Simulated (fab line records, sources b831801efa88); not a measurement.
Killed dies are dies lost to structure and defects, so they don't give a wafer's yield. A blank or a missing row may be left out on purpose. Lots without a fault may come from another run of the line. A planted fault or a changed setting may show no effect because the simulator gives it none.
Which tool did it? | flow sky130 | 6 lots, 18 wafers sampled, at 1 step of a route of 708

WHAT THE GAUGES READ, wafer by wafer
SKY_CONTACT_BOW_MEAS_05.
lot  | measured     | on            | CONTACT_BOW (um)
L128 | day 30 20:45 | film_metro-01 | 95 76 88
L134 | day 32 19:14 | film_metro-02 | 79 88 89
L136 | day 33 11:59 | film_metro-04 | 80 69 85
L138 | day 34 00:27 | film_metro-04 | 87 89 70
L140 | day 36 01:32 | film_metro-01 | 83 101 87
L146 | day 36 11:06 | film_metro-01 | 72 87 81

WHICH TOOL RAN EACH LOT (tool, then ch and the chambers of the sampled wafers, then the start)
The record holds no process step before these readings.

THE ANSWER, worked out from the rows above alone
Rule: what is usual is taken from the lots themselves. Put in order of their means at a reading, lots are off if they are a third of the lots or fewer, leave a main group of 4 or more, and stand apart from it by a gap of 3 or more times the standard deviation of the main group's means; of several such gaps the widest counts. A main group whose means are all the same, to the digits that the tables above print for the reading, isn't used. A lot without any number at a reading at which 4 lots or more have one is off too. The other lots that the step has rows for count as sound.
No lot is off at any reading shown: from this, nothing can be told.

WHAT THE SIMULATOR HAD PUT IN
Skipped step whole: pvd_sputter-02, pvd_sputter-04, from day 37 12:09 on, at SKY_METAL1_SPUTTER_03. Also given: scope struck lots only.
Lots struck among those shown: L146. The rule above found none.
